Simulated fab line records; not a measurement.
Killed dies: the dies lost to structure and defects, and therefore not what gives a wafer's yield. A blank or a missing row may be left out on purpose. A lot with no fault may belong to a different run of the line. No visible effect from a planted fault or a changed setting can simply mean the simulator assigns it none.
Which tool was responsible? / flow gf180mcu / Sampling: 13 lots, 37 wafers, 3 of 602 route steps

## WHAT EACH GAUGE READ, for each wafer
GF_LVPWELL_OVL_MEAS_07. Usual: LVPWELL_OVL gives 0.4 nm (standard deviation 1.2).
lot=L873; measured=day 4 01:32; on=overlay-01; LVPWELL_OVL (nm)=-1.2 1.9 1.5; flag=
lot=L876; measured=day 4 18:56; on=overlay-01; LVPWELL_OVL (nm)=2.6 1.8 -0.1; flag=
lot=L877; measured=day 5 01:07; on=overlay-01; LVPWELL_OVL (nm)=0.0 0.8 -0.5; flag=
lot=L878; measured=day 5 06:49; on=overlay-02; LVPWELL_OVL (nm)=0.6 1.7 0.6; flag=
lot=L879; measured=day 5 10:00; on=overlay-01; LVPWELL_OVL (nm)=0.5 0.1 -0.4; flag=
lot=L880; measured=day 5 16:32; on=overlay-01; LVPWELL_OVL (nm)=2.1 3.4 1.3; flag=
lot=L881; measured=day 6 03:20; on=overlay-01; LVPWELL_OVL (nm)=0.2 0.0 -0.2; flag=
lot=L886; measured=day 7 10:10; on=overlay-01; LVPWELL_OVL (nm)=1.4 -0.7 -0.6; flag=
lot=L887; measured=day 7 10:31; on=overlay-01; LVPWELL_OVL (nm)=-0.7 -0.3 -1.7; flag=
lot=L888; measured=day 7 22:04; on=overlay-02; LVPWELL_OVL (nm)=1.1 1.5; flag=
lot=L889; measured=day 7 23:25; on=overlay-02; LVPWELL_OVL (nm)=1.7 1.9 0.7; flag=
lot=L891; measured=day 8 07:31; on=overlay-02; LVPWELL_OVL (nm)=1.1 1.9; flag=
lot=L895; measured=day 9 09:40; on=overlay-01; LVPWELL_OVL (nm)=0.2 0.4 1.1; flag=

GF_SALICIDE_RS_MEAS_04: measures by four-point-probe. Usual: SALICIDE_TIN_RS gives 16.29 ohm/sq (standard deviation 0.25).
lot=L873; measured=day 15 12:59; on=film-metro-03; SALICIDE_TIN_RS (ohm/sq)=16.02 15.98 16.51; flag=
lot=L876; measured=day 16 17:26; on=film-metro-03; SALICIDE_TIN_RS (ohm/sq)=16.52 16.46 16.68; flag=
lot=L877; measured=day 17 03:56; on=film-metro-04; SALICIDE_TIN_RS (ohm/sq)=16.14 15.98 15.89; flag=
lot=L878; measured=day 17 08:44; on=film-metro-03; SALICIDE_TIN_RS (ohm/sq)=16.41 16.15 16.09; flag=
lot=L879; measured=day 17 14:25; on=film-metro-03; SALICIDE_TIN_RS (ohm/sq)=16.44 16.36 16.18; flag=
lot=L880; measured=day 17 22:38; on=film-metro-04; SALICIDE_TIN_RS (ohm/sq)=16.00 16.03 16.15; flag=
lot=L881; measured=day 18 17:41; on=film-metro-02; SALICIDE_TIN_RS (ohm/sq)=15.98 16.12 16.00; flag=
lot=L886; measured=day 21 01:08; on=film-metro-03; SALICIDE_TIN_RS (ohm/sq)=16.45 16.37 16.09; flag=
lot=L887; measured=day 21 01:00; on=film-metro-04; SALICIDE_TIN_RS (ohm/sq)=16.11 16.18 16.17; flag=
lot=L888; measured=day 21 12:25; on=film-metro-02; SALICIDE_TIN_RS (ohm/sq)=16.20 15.07; flag=
lot=L889; measured=day 21 16:04; on=film-metro-04; SALICIDE_TIN_RS (ohm/sq)=16.50 15.00 16.79; flag=
lot=L891; measured=day 22 04:17; on=film-metro-03; SALICIDE_TIN_RS (ohm/sq)=14.98 16.47; flag=
lot=L895; measured=day 23 14:39; on=film-metro-04; SALICIDE_TIN_RS (ohm/sq)=16.56 16.33 16.58; flag=

## WHICH TOOL RAN EACH LOT (tool, then ch and the chambers of the sampled wafers, then the start)
lot=L873; GF_SALICIDE_SPUTTER_02=pvd-sputter-04, day 15 12:56
lot=L876; GF_SALICIDE_SPUTTER_02=pvd-sputter-04, day 16 17:22
lot=L877; GF_SALICIDE_SPUTTER_02=pvd-sputter-04, day 17 03:50
lot=L878; GF_SALICIDE_SPUTTER_02=pvd-sputter-04, day 17 08:40
lot=L879; GF_SALICIDE_SPUTTER_02=pvd-sputter-01, day 17 14:18
lot=L880; GF_SALICIDE_SPUTTER_02=pvd-sputter-04, day 17 22:35
lot=L881; GF_SALICIDE_SPUTTER_02=pvd-sputter-01, day 18 17:34
lot=L886; GF_SALICIDE_SPUTTER_02=pvd-sputter-01, day 21 01:02
lot=L887; GF_SALICIDE_SPUTTER_02=pvd-sputter-02, day 21 00:56
lot=L888; GF_SALICIDE_SPUTTER_02=pvd-sputter-01, day 21 12:19
lot=L889; GF_SALICIDE_SPUTTER_02=pvd-sputter-01, day 21 16:01
lot=L891; GF_SALICIDE_SPUTTER_02=pvd-sputter-01, day 22 04:10
lot=L895; GF_SALICIDE_SPUTTER_02=pvd-sputter-02, day 23 14:36
- GF_SALICIDE_SPUTTER_02: material Co, target thk 10 nm, time 20 s.

## WHAT THE TOOLS THEMSELVES READ (means of the sampled wafers that have a number; where no wafer has one, the mark that the record gives instead)
GF_SALICIDE_SPUTTER_02. Usual: throttle-valve-pct at 30.1 %, with a standard deviation of 0.99.
lot=L873; tool=pvd-sputter-04; throttle-valve-pct (%)=29.8; flag=
lot=L876; tool=pvd-sputter-04; throttle-valve-pct (%)=29.0; flag=
lot=L877; tool=pvd-sputter-04; throttle-valve-pct (%)=29.4; flag=
lot=L878; tool=pvd-sputter-04; throttle-valve-pct (%)=29.9; flag=
lot=L879; tool=pvd-sputter-01; throttle-valve-pct (%)=30.5; flag=
lot=L880; tool=pvd-sputter-04; throttle-valve-pct (%)=29.9; flag=
lot=L881; tool=pvd-sputter-01; throttle-valve-pct (%)=30.7; flag=
lot=L886; tool=pvd-sputter-01; throttle-valve-pct (%)=30.3; flag=
lot=L887; tool=pvd-sputter-02; throttle-valve-pct (%)=29.3; flag=
lot=L888; tool=pvd-sputter-01; throttle-valve-pct (%)=31.0; flag=
lot=L889; tool=pvd-sputter-01; throttle-valve-pct (%)=30.8; flag=
lot=L891; tool=pvd-sputter-01; throttle-valve-pct (%)=30.4; flag=
lot=L895; tool=pvd-sputter-02; throttle-valve-pct (%)=29.3; flag=

## THE ANSWER, worked out from the rows above alone
Rule: take the mean of a lot's wafers that have a number; if it is more than 3 standard deviations from the usual mean, the lot is off. Also off: a lot with no number at a reading for which 4 or more lots have one. Any other lot the step has rows for is counted as sound. Order of review: gauges by route order, followed by the tools' own readings, for which a lot's mean as printed above is used. The first step at which some lot is off is used, and at that step the reading that is off furthest; a lot without a number counts as furthest.
No lot is off on any of the readings shown, so nothing can be concluded from this.

## WHAT THE SIMULATOR PUT IN
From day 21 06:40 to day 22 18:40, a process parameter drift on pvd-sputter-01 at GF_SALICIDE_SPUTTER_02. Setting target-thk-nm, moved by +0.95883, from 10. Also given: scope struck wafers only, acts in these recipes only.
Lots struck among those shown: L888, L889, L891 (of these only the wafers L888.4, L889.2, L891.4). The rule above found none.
